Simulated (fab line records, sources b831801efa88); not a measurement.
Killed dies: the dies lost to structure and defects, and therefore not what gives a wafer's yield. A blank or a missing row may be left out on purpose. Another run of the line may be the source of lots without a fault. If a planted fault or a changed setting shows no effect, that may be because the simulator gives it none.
Problem report in the 8D (eight disciplines) form, filled by code ; flow gf180mcu ; the parts of the form that need people (team, actions taken, sign-off) are left out

1. WHAT WENT WRONG
Across 2 wafers from 2 lots, LVPWELL_TW at GF_LVPWELL_TW_MEAS_11 averages 542, while fault-free wafers read 561 with a standard deviation of 3.3. That is -5.6 standard deviations from the usual mean.
First observed at day 7 20:52: wafer L818.3, on film-metro-03. The record holds 36 wafers of 12 lots with a number at this step. By rule, "out" or "out of limits" means more than 4 standard deviations away from the usual mean. All remaining wafers that have a number are taken as sound.

2. WHAT IT IS; WHAT IT IS NOT
question;is;is not
which readings at this step;LVPWELL_TW;-
which lots;L818, L823;L804, L805, L806, L808, L812, L813, L815, L820, L822, L824
which wafers of those lots;L818.3, L823.2;L818.1, L818.5, L823.4, L823.5
read on which gauges;film-metro-03, film-metro-04;film-metro-01
when;from day 7 20:52;"up to then (23 sound wafers); but 11 sound wafers of L820, L822, L823, L824 came after"

3. SUSPECTS, AND WHAT RULES EACH OUT
Counting: any tool at a process step up to the reading remains a suspect provided it ran every lot that is out. Sound lots after the first of them don't rule it out here, since some wafers of a struck lot are sound.
- the gauge at GF_LVPWELL_TW_MEAS_11 has been ruled out. 2 gauges (film-metro-03, film-metro-04) read the wafers that are out.
- implanter-01 at GF_LVPWELL_IMPLANT_08: kept. It ran every lot that is out, first L818 (day 7 20:28); its last sound lot up to then is L815 (day 7 03:58).
Remaining after the count: implanter-01 at GF_LVPWELL_IMPLANT_08.

4. THE CAUSE (what the simulator had put in)
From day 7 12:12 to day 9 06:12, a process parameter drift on implanter-01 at GF_LVPWELL_IMPLANT_08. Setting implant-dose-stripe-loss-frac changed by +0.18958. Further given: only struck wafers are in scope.
This tool alone remained once counting was done.

5. SEQUENCE OF EFFECTS, ordered by route
Each row: a reading whose mean over the struck wafers that have a number lies more than 3 standard deviations from the usual. Readings are gone through only where the record gives a usual standard deviation; hours: the median, over the lots, of the time from a lot's start at the first step in this table giving one to that lot's start at this step; sigmas: the change measured in usual standard deviations.
hours;step;reading;usual;on struck wafers;change;sigmas
0;GF_LVPWELL_TW_MEAS_11;LVPWELL_TW;561;542;-18;-5.6
111;GF_VT_IMPLANT_RS_MEAS_48;LVPWELL_RS;1196 ohm/sq;1277;+81;+20
Later measuring or inspecting steps at which every struck wafer that the step has a row for has a number for every such reading, and none has moved that far: GF_VT_IMPLANT_OVL_MEAS_18.

6. WHAT WOULD HAVE CAUGHT IT SOONER
Counted from the fault's start at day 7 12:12, it took 9 hours until the first out-of-limits reading at a measuring or inspecting step in this record, taken at day 7 20:52.
No tool reading at GF_LVPWELL_IMPLANT_08 that has a usual standard deviation in the record was out on any struck wafer, so an alarm limit of 4 standard deviations on those readings would not have fired.
Of the lots that are out (2), L823 began GF_LVPWELL_IMPLANT_08 on implanter-01 after day 7 20:52. It would have been spared by a hold on the tool at that moment.
